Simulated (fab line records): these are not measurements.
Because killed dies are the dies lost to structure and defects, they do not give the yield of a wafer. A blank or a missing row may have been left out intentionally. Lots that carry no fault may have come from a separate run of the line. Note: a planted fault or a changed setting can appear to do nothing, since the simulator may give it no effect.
Which of the tools did it? -- flow sfq-line -- 45 wafers from 15 lots sampled at 2 of the route's 325 steps

WHAT THE GAUGES SHOWED, per wafer
SFQ_I6_BOW_MEAS_941. Usual: I6_BOW 6 um, standard deviation 11.
lot,measured,on,I6_BOW (um),flag
L250,day 72 01:16,film-metro-02,31 23 31,
L251,day 72 10:52,film-metro-01,-24 -17 -1,
L252,day 72 14:25,film-metro-04,16 15 11,
L254,day 72 18:30,film-metro-01,8 2 7,
L255,day 77 07:30,film-metro-01,10 6 9,
L256,day 77 10:31,film-metro-04,8 19 -3,
L259,day 78 13:41,film-metro-02,5 7 -2,
L260,day 78 18:34,film-metro-02,0 3 -2,
L261,day 78 21:34,film-metro-02,-12 -7 -9,
L262,day 78 22:41,film-metro-04,19 27 28,
L266,day 80 06:35,film-metro-02,7 10 22,
L268,day 80 14:49,film-metro-04,-6 -8 -5,
L270,day 80 20:51,film-metro-04,6 3 4,
L271,day 80 21:34,film-metro-01,15 3 9,
L272,day 81 00:35,film-metro-02,-8 -11 -11,

WHICH TOOL RAN EACH LOT (tool, then ch and the chambers of the sampled wafers, then the start)
lot,SFQ_TRILAYER_C5_STRIP_STRIP_155
L250,"rie-metal-03 ch 0,1, day 71 17:49"
L251,"rie-metal-02 ch 0,1, day 72 03:28"
L252,"rie-metal-02 ch 0,1, day 72 07:01"
L254,"rie-metal-02 ch 0,1, day 72 10:37"
L255,"rie-metal-03 ch 0,1, day 72 20:13"
L256,"rie-metal-02 ch 0,1, day 72 22:30"
L259,"rie-metal-03 ch 0,1, day 74 02:06"
L260,"rie-metal-03 ch 0,1, day 74 05:42"
L261,"rie-metal-04 ch 0,1, day 74 06:54"
L262,"rie-metal-03 ch 0, day 74 09:25"
L266,"rie-metal-03 ch 0,1, day 79 13:20"
L268,"rie-metal-04 ch 0,1, day 80 01:45"
L270,"rie-metal-04 ch 0,1, day 80 04:09"
L271,"rie-metal-02 ch 0,1, day 80 05:21"
L272,"rie-metal-04 ch 0,1, day 80 11:27"
- SFQ_TRILAYER_C5_STRIP_STRIP_155: strips in O2.

WHAT THE TOOLS THEMSELVES READ (means of the sampled wafers that have a number; where no wafer has one, the mark that the record gives instead)
SFQ_TRILAYER_C5_STRIP_STRIP_155. Usual: drypump-motor-current-A 5.4 A, standard deviation 0.52; oes-product-au 0.997 a.u., standard deviation 0.0086.
lot,tool,drypump-motor-current-A (A),oes-product-au (a.u.),flag
L250,rie-metal-03,5.8,0.994,
L251,rie-metal-02,5.4,0.997,
L252,rie-metal-02,5.4,0.999,
L254,rie-metal-02,5.4,0.995,
L255,rie-metal-03,5.8,0.984,
L256,rie-metal-02,5.1,1.000,
L259,rie-metal-03,5.4,0.996,
L260,rie-metal-03,5.4,0.988,
L261,rie-metal-04,5.1,1.004,
L262,rie-metal-03,5.0,0.994,
L266,rie-metal-03,5.8,0.996,
L268,rie-metal-04,5.3,1.001,
L270,rie-metal-04,5.2,1.003,
L271,rie-metal-02,5.1,1.000,
L272,rie-metal-04,5.1,1.002,

THE ANSWER, worked out from the rows above alone
Rule: a lot counts as off when the mean over its wafers that have a number is more than 3 standard deviations away from the usual mean. Also off: a lot with no number at a reading for which 4 or more lots have one. The other lots that the step has rows for count as sound. The gauges are gone through in route order, then the tools' own readings, and for those a lot's mean is taken as printed above. The first step at which some lot is off is used, and at that step the reading that is off furthest; a lot without a number counts as furthest.
Nothing can be told from this: no lot is off at any reading shown.

WHAT THE SIMULATOR HAD INSERTED
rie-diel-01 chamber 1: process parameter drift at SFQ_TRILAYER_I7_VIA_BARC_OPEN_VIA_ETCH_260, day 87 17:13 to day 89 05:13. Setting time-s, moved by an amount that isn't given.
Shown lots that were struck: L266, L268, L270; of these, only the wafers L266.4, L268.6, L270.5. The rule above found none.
